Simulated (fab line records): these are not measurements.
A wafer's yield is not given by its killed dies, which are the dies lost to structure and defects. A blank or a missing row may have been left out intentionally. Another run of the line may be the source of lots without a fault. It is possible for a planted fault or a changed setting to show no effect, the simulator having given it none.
fab line records | flow sky130
record: lots: 6 wafers: 18 last-day: 49
route steps=708 shown LI_CONTACT@371 PAD_OPEN@708
lots that met no fault: taken from a fault-free run of the same line
start-h: hours from the record's opening day to when the first of the lot's shown wafers began | wait-h: how many hours have passed since the lot's step before this one | " repeats the value in the row above | L1.1+2: one row covering several wafers at once | - no value present, or no start provided | * or withheld: withheld | < > ~ a bound
route shown NAME@n: NAME is a module with steps in the file, n the number in the route of the first one | usual: average and standard deviation across the fault-free wafers | same: alike in all rows | chamber/n: place in a boat | sites: per-site readings | _std_site: their standard deviation | _edge_site: the outer-site mean with the inner-site mean subtracted | radius-mm: how far each site lies from the wafer's centre | mask NAME#n: copy n | behind: the most recent tool/chamber to have shaped the wafer | hold: what put the lot on hold/how long, in hours/how the hold closed | device: the transistor (n, p or np) that didn't switch | end of line: the tests these same wafers got at the end of their route | a step with no rows: only its recipe | killed: dies lost to structure and defects at the first sort, not the wafer's yield | map: per-die view of a wafer (x killed, . not killed, _ where there is no die)
set.NAME: the setting that was run; set.NAME@STEP: the one run at that earlier step | model.NAME: the simulator's own value behind a step, which no gauge read
certain route steps with their lots: each step a table, each wafer a row
services: from which hour (start-h, from the record's first day; less than 0 if before it) a tool's chamber was out of use, for how many hours, and why
== steps ==
step: SKY_LI_CONTACT_EXPOSE_09
recipe: mask-id: LICM1 na: 0.8 source-shape: annular sigma-inner: 0.55 sigma-outer: 0.85 target-cd-nm: 170 dose-mj: 38
step: SKY_LI_CONTACT_PEB_10
recipe: peb-temp-c: withheld peb-time-s: withheld resist: KrF-thick
step: SKY_LI_CONTACT_DEVELOP_11
recipe: develop-time-s: 60 resist: KrF-thick dev-temp-c: 21
step: SKY_LI_CONTACT_CD_MEAS_12
recipe: target-cd-nm: 170
usual: cd-nm: 170.9/1.5
columns lot.wafer tool chamber start-h wait-h cd-nm
L662.4 cd-sem-02 - 712.02 - 170.7
L662.5 " - " " 171.2
L662.6 " - " " 170.4
L670.2 cd-sem-01 - 769.89 - 167.6
L670.3 " - " " 169.6
L670.6 " - " " 170.1
L671.1 cd-sem-01 - 772.21 - 170.8
L671.5 " - " " 169.5
L671.6 " - " " 170.9
L675.1 cd-sem-01 - 800.11 - 173.1
L675.5 " - " " 173.9
L675.6 " - " " 176.2
L676.1 cd-sem-02 - 812.21 - 172.6
L676.3 " - " " 171.2
L676.5 " - " " 171.0
L678.2 cd-sem-02 - 836.48 - 172.5
L678.4 " - " " 171.5
L678.6 " - " " 174.0
step: SKY_LI_CONTACT_OVL_MEAS_13
usual: LI_CONTACT_OVL: -7/6
columns lot.wafer tool chamber start-h wait-h LI_CONTACT_OVL[nm]
L662.4 overlay-02 - 712.10 0.1 -6
L662.5 " - " " -12
L662.6 " - " " -4
L670.2 overlay-01 - 769.99 0.1 -11
L670.3 " - " " -14
L670.6 " - " " -1
L671.1 overlay-01 - 772.33 0.1 1
L671.5 " - " " -6
L671.6 " - " " 6
L675.1 overlay-01 - 800.23 0.1 -7
L675.5 " - " " -8
L675.6 " - " " -11
L676.1 overlay-02 - 812.33 0.1 -18
L676.3 " - " " -9
L676.5 " - " " -5
L678.2 overlay-02 - 836.59 0.1 -8
L678.4 " - " " -4
L678.6 " - " " -4
step: SKY_LI_CONTACT_ETCH_14
recipe: chemistry: N2/H2 target: BARC ion-energy-ev: 200 source-w: 500 bias-w: 100 pressure-mtorr: 30 n2-flow-sccm: 100 h2-flow-sccm: 200 stop-on: SiO2 time-s: 45.9 target-depth-a: 600
usual: drypump-motor-current-A: 5.6/0.64 oes-product-au: 0.854/0.005 throttle-valve-pct: 13.223/0.0086
columns lot.wafer tool chamber start-h wait-h drypump-motor-current-A oes-product-au rf-hours-counter-h throttle-valve-pct
L662.4 rie-diel-02 0 712.14 0.0 5.2 0.846 - 13.220
L662.5 " 1 " " 4.8 0.857 - 13.245
L662.6 " 2 " " 6.6 0.856 - 13.218
L670.2 rie-diel-03 3 770.02 0.0 5.4 0.853 8 13.239
L670.3 " 0 " " 5.8 0.849 7 13.220
L670.6 " 1 " " 6.0 0.849 - 13.219
L671.1 rie-diel-03 3 772.37 0.0 5.4 0.849 8 13.225
L671.5 " 3 " " 5.4 0.850 - 13.217
L671.6 " 0 " " 5.8 0.855 - 13.213
L675.1 rie-diel-03 1 800.27 0.0 6.0 0.855 8 13.211
L675.5 " 0 " " 5.8 0.856 - 13.227
L675.6 " 3 " " 5.4 0.851 - 13.233
L676.1 rie-diel-01 3 812.37 0.0 5.1 0.855 30 13.220
L676.3 " 1 " " 5.1 0.860 1 13.215
L676.5 " 0 " " 6.1 0.863 - 13.214
L678.2 rie-diel-02 1 836.62 0.0 4.8 0.853 5 13.226
L678.4 " 3 " " 4.8 0.857 20 13.211
L678.6 " 1 " " 4.8 0.856 - 13.219
step: SKY_LI_CONTACT_ETCH_15
recipe: target: PSG chemistry: C4F8/O2/Ar stop-on: Si taper-deg: 4.15 mask-material: KrF-thick source-w: 1500 bias-w: 1200 pressure-mtorr: 40 c4f8-flow-sccm: withheld O2_flow_sccm: 6 Ar_flow_sccm: 300 time-s: withheld target-depth-a: 6000
usual: oes-product-au: 0.836/0.0043
columns lot.wafer tool chamber start-h wait-h oes-product-au
L662.4 rie-diel-02 0 712.20 0.0 0.838
L662.5 " 1 " " 0.831
L662.6 " 2 " " 0.832
L670.2 rie-diel-03 3 770.06 0.0 0.831
L670.3 " 0 " " 0.838
L670.6 " 1 " " 0.835
L671.1 rie-diel-03 3 772.41 0.0 0.840
L671.5 " 3 " " 0.835
L671.6 " 0 " " 0.837
L675.1 rie-diel-03 1 800.31 0.0 0.834
L675.5 " 0 " " 0.835
L675.6 " 3 " " 0.848
L676.1 rie-diel-01 3 812.41 0.0 0.832
L676.3 " 1 " " 0.830
L676.5 " 0 " " 0.838
L678.2 rie-diel-02 1 836.66 0.0 0.838
L678.4 " 3 " " 0.840
L678.6 " 1 " " 0.832
step: SKY_LI_CONTACT_STRIP_16
recipe: chemistry: O2/N2 power-w: 1400 pressure-mtorr: 1500 platen-temp-c: withheld o2-flow-sccm: 3000 n2-flow-sccm: 300 overash-fraction: 0.5
usual: drypump-motor-current-A: 5.7/0.46 oes-product-au: 0.376/0.0047 strip-time-to-endpoint-s: 3.504/0.028
columns lot.wafer tool chamber start-h wait-h drypump-motor-current-A oes-product-au rf-hours-counter-h strip-time-to-endpoint-s
L662.4 plasma-asher-03 1 712.28 - 6.1 0.373 - 3.455
L662.5 " 0 " " 5.7 0.375 - 3.507
L662.6 " 1 " " 6.2 0.371 - 3.513
L670.2 plasma-asher-01 1 770.15 - 5.6 0.373 96 3.439
L670.3 " 0 " " 6.3 0.365 - 3.498
L670.6 " 1 " " 5.6 0.368 - 3.497
L671.1 plasma-asher-03 1 772.50 - 6.1 0.372 3 3.475
L671.5 " 0 " " 5.6 0.373 - 3.496
L671.6 " 1 " " 6.1 0.385 - 3.510
L675.1 plasma-asher-01 0 800.40 - 6.3 0.380 99 3.525
L675.5 " 1 " " 5.6 0.377 - 3.508
L675.6 " 0 " " 6.3 0.374 - 3.488
L676.1 plasma-asher-01 0 812.50 - 6.3 0.376 100 3.492
L676.3 " 1 " " 5.7 0.379 - 3.505
L676.5 " 0 " " 6.3 0.370 - 3.492
L678.2 plasma-asher-01 0 836.75 - 6.3 0.376 102 3.497
L678.4 " 1 " " 5.6 0.369 - 3.502
L678.6 " 1 " " 5.6 0.385 - 3.494
step: SKY_LI_CONTACT_CLEAN_17
recipe: chemistry: NMP time-s: 600 temp-c: 60 dry: n2-spin
step: SKY_LI_CONTACT_PRE_CLEAN_18
recipe: gas: Ar time-s: 5.6 bias-v: 358
step: SKY_LI_CONTACT_SPUTTER_19
recipe: material: Ti target-thk-nm: 20 chamber-pressure-pa: 5 power-w: 2500 substrate-temp-c: 200 time-s: 106.37
usual: throttle-valve-pct: 30.0/0.97
columns lot.wafer tool chamber start-h wait-h throttle-valve-pct
L662.4 pvd-sputter-01 - 712.57 0.0 30.6
L662.5 " - " " 31.6
L662.6 " - " " 30.8
L670.2 pvd-sputter-04 - 770.46 0.0 30.3
L670.3 " - " " 29.5
L670.6 " - " " 28.3
L671.1 pvd-sputter-04 - 772.79 0.0 29.4
L671.5 " - " " 30.0
L671.6 " - " " 30.6
L675.1 pvd-sputter-04 - 800.71 0.0 30.1
L675.5 " - " " 28.4
L675.6 " - " " 30.3
L676.1 pvd-sputter-04 - 812.79 0.0 30.2
L676.3 " - " " 28.5
L676.5 " - " " 28.6
L678.2 pvd-sputter-03 - 837.04 0.0 31.6
L678.4 " - " " 31.2
L678.6 " - " " 28.8
step: SKY_LI_CONTACT_SPUTTER_20
recipe: material: TiN target-thk-nm: 20 chamber-pressure-pa: 5 power-w: 4000 time-s: 80
usual: throttle-valve-pct: 30.0/0.96
columns lot.wafer tool chamber start-h wait-h throttle-valve-pct
L662.4 pvd-sputter-01 - 712.65 0.0 31.0
L662.5 " - " " 31.4
L662.6 " - " " 30.9
L670.2 pvd-sputter-04 - 770.54 0.0 30.4
L670.3 " - " " 29.4
L670.6 " - " " 28.4
L671.1 pvd-sputter-04 - 772.87 0.0 29.3
L671.5 " - " " 30.3
L671.6 " - " " 30.4
L675.1 pvd-sputter-04 - 800.78 0.0 30.0
L675.5 " - " " 28.4
L675.6 " - " " 30.2
L676.1 pvd-sputter-04 - 812.87 0.0 30.2
L676.3 " - " " 28.4
L676.5 " - " " 28.3
L678.2 pvd-sputter-03 - 837.12 0.0 31.6
L678.4 " - " " 31.2
L678.6 " - " " 28.8
step: SKY_LI_CONTACT_CVD_21
recipe: material: W target-thk-nm: 400 time-s: 120.56 temp-c: 400 pressure-torr: 40
usual: chamber-pressure-Torr: 40.01/0.088 heater-power-outer-w: 485/29 heater-power-w: 797/25
columns lot.wafer tool chamber start-h wait-h chamber-pressure-Torr heater-power-outer-w heater-power-w
L662.4 cvd-w-01 1 712.75 0.1 39.95 447 767
L662.5 " 1 " " 40.00 453 769
L662.6 " 0 " " 40.11 543 835
L670.2 cvd-w-02 0 770.60 0.0 - - -
L670.3 " 0 " " - - -
L670.6 " 1 " " - - -
L671.1 cvd-w-02 0 772.93 0.0 - - -
L671.5 " 0 " " - - -
L671.6 " 1 " " - - -
L675.1 cvd-w-02 0 800.84 0.0 40.07 473 770
L675.5 " 1 " " 40.09 503 811
L675.6 " 0 " " 40.04 473 781
L676.1 cvd-w-02 0 812.93 0.0 40.01 484 759
L676.3 " 0 " " 40.05 467 791
L676.5 " 0 " " 39.95 474 789
L678.2 cvd-w-02 1 837.18 0.0 40.17 500 808
L678.4 " 0 " " 39.97 467 770
L678.6 " 1 " " 39.95 505 801
step: SKY_LI_CONTACT_RS_MEAS_22
recipe: thk-meas-gauge: four-point-probe reads: W_of_LI_CONTACT_CVD_21+TiN_of_LI_CONTACT_SPUTTER_20+Ti_of_LI_CONTACT_SPUTTER_19
usual: LI_CONTACT_W_RS: 0.2859/0.003
columns lot.wafer tool chamber start-h wait-h hold LI_CONTACT_W_RS[ohm/sq]
L662.4 film-metro-01 - 712.90 0.1 - 0.2848
L662.5 " - " " - 0.2858
L662.6 " - " " - 0.2875
L670.2 film-metro-01 - 770.74 0.1 await-dispo/0.2h/release 25.353
L670.3 " - " " await-dispo/0.2h/release 25.302
L670.6 " - " " await-dispo/0.2h/release 25.278
L670.2 film-metro-01 - 771.03 0.3 - 25.365
L670.3 " - " " - 25.345
L670.6 " - " " - 25.275
L671.1 film-metro-01 - 773.05 0.1 await-dispo/0.2h/release 25.125
L671.5 " - " " await-dispo/0.2h/release 25.420
L671.6 " - " " await-dispo/0.2h/release 24.989
L671.1 film-metro-01 - 773.34 0.3 - 25.227
L671.5 " - " " - 25.382
L671.6 " - " " - 25.021
L675.1 film-metro-01 - 800.97 0.1 - 0.2816
L675.5 " - " " - 0.2857
L675.6 " - " " - 0.2816
L676.1 film-metro-03 - 813.05 0.1 - 0.2841
L676.3 " - " " - 0.2821
L676.5 " - " " - 0.2821
L678.2 film-metro-03 - 837.32 0.1 - 0.2895
L678.4 " - " " - 0.2892
L678.6 " - " " - 0.2917
step: SKY_PAD_OPEN_PROBE_99
usual: defect-limited-yield: 82.7/2.1 killed_at_M0_to_M3: 43/7.2 killed_at_M4_up: 3.2/1.8 killed-at-contacts: 23/5.6 killed-at-front-end: 15/4.6 killed-at-other: 0.3/0.71 killed-dies: 85/10 killed-open: 46/7.8 killed-short: 38/6.5 sort_bin_3_pad_short: 0.8/0.38 sort_bin_5_function: 10.2/1.5 sort_bin_6_memory: 6.3/1.2 sort-n-pass: 407/10 sort-yield-pct: 82.7/2.1
same: gross-dies: 492 killed-at-back-side: 0 sort_bin_4_leakage[%]: 0 sort_bin_8_speed[%]: 0
columns lot.wafer tool chamber start-h wait-h defect-limited-yield[%] killed_at_M0_to_M3 killed_at_M4_up killed-at-contacts killed-at-front-end killed-at-other killed-dies killed-open killed-short sort_bin_3_pad_short[%] sort_bin_5_function[%] sort_bin_6_memory[%] sort-n-pass sort-yield-pct[%]
L662.4 prober-02 - 1103.06 0.2 82.3 57 5 19 6 0 87 44 43 0.6 11.2 5.9 405 82.3
L662.5 prober-02 - 1103.11 0.2 82.9 42 5 31 6 0 84 35 49 1.8 10.8 4.5 408 82.9
L662.6 prober-02 - 1103.16 0.2 88.4 37 2 12 6 0 57 34 23 0.4 7.1 4.1 435 88.4
L678.2 prober-01 - 1187.71 0.1 84.1 39 2 20 17 0 78 47 30 0.8 9.1 5.9 414 84.1
L678.4 prober-01 - 1187.81 0.2 81.5 35 6 32 17 1 91 51 40 1.2 9.6 7.7 401 81.5
L678.6 prober-01 - 1187.91 0.2 81.5 35 6 33 17 0 91 51 38 0.6 11.0 6.9 401 81.5
killed by level:class
L662.4 VIA3:geometric-particle:open=11 LI_CONTACT:geometric-particle:open=8 VIA1:geometric-particle:open=7 VIA2:geometric-particle:open=7 VIA2:geometric-particle:short=7 VIA3:geometric-particle:short=5 METAL3:geometric-particle:short=5 METAL2:geometric-particle:short=5
L662.5 CONTACT:geometric-particle:open=9 LOCAL_INTERCONNECT:geometric-particle:short=9 METAL1:geometric-particle:short=9 VIA3:geometric-particle:open=8 VIA1:geometric-particle:open=8 CONTACT:geometric-particle:short=7 FIELD_ISO:geometric-particle:short=5 LI_CONTACT:geometric-particle:open=5
L662.6 VIA2:geometric-particle:open=8 VIA1:geometric-particle:open=6 LI_CONTACT:geometric-particle:open=5 METAL1:geometric-particle:short=5 CONTACT:geometric-particle:open=4 VIA1:geometric-particle:short=4 METAL2:geometric-particle:short=3 METAL3:geometric-particle:short=3
L678.2 VIA1:geometric-particle:open=9 CONTACT:geometric-particle:open=8 METAL2:geometric-particle:short=6 VIA3:geometric-particle:open=6 VIA2:geometric-particle:open=5 POLY_GATE:geometric-particle:short=4 LI_CONTACT:geometric-particle:open=4 VIA1:geometric-particle:short=4
L678.4 VIA1:geometric-particle:open=12 CONTACT:geometric-particle:open=10 LOCAL_INTERCONNECT:geometric-particle:short=8 CONTACT:geometric-particle:short=7 POLY_GATE:geometric-particle:open=6 FIELD_ISO:geometric-particle:open=5 LI_CONTACT:geometric-particle:open=4 METAL4:geometric-particle:short=4
L678.6 VIA1:geometric-particle:open=13 CONTACT:geometric-particle:open=13 FIELD_ISO:geometric-particle:open=6 CONTACT:geometric-particle:short=6 LI_CONTACT:geometric-particle:open=6 METAL1:geometric-particle:short=5 LOCAL_INTERCONNECT:geometric-particle:short=4 VIA2:geometric-particle:open=4
== services ==
columns tool chamber start-h hours kind
rie-diel-01 0 689.34 1.3 repair
cvd-w-02 1 697.69 5.1 repair
pvd-sputter-04 - 701.80 4.4 repair
rie-diel-02 3 702.58 9.9 repair
cvd-w-01 - 706.18 0.5 repair
pvd-sputter-04 - 710.67 3.2 repair
plasma-asher-03 - 711.27 0.8 repair
pvd-sputter-03 - 712.67 1.9 repair
rie-diel-03 0 717.88 15.3 repair
plasma-asher-03 - 733.75 9.0 pm
rie-diel-01 - 734.06 0.6 repair
cvd-w-02 - 752.31 0.3 repair
rie-diel-03 1 752.99 5.0 repair
plasma-asher-01 - 753.59 0.4 repair
cvd-w-01 0 754.57 4.1 repair
rie-diel-01 - 774.10 0.3 repair
rie-diel-01 - 787.82 15.6 pm
pvd-sputter-03 - 806.46 5.6 repair
rie-diel-03 0 806.83 4.2 repair
rie-diel-03 - 809.67 0.3 repair
rie-diel-03 0 812.43 3.7 repair
rie-diel-02 - 816.89 6.3 repair
rie-diel-03 0 831.37 6.7 repair
pvd-sputter-01 - 834.76 4.5 repair
== key ==
first-sign: step: SKY_LI_CONTACT_CVD_21 reading: tool-record direction: missing
effect: step: SKY_LI_CONTACT_RS_MEAS_22 reading: visit direction: added
effect: step: SKY_LI_CONTACT_RS_MEAS_22 reading: LI_CONTACT_W_RS direction: up sigmas: 99+ usual: 0.2859 struck: 25.244
met-at SKY_LI_CONTACT_CVD_21
struck-wafers L670.2,L670.3,L670.6,L671.1,L671.5,L671.6
scrapped-behind SKY_LI_CONTACT_RS_MEAS_22 L670.2,L670.3,L670.6,L671.1,L671.5,L671.6
fault: kind: skipped-step-whole tool: cvd-w-02 chamber: - onset-h: 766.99 steps: SKY_LI_CONTACT_CVD_21 scope: struck-lots-only
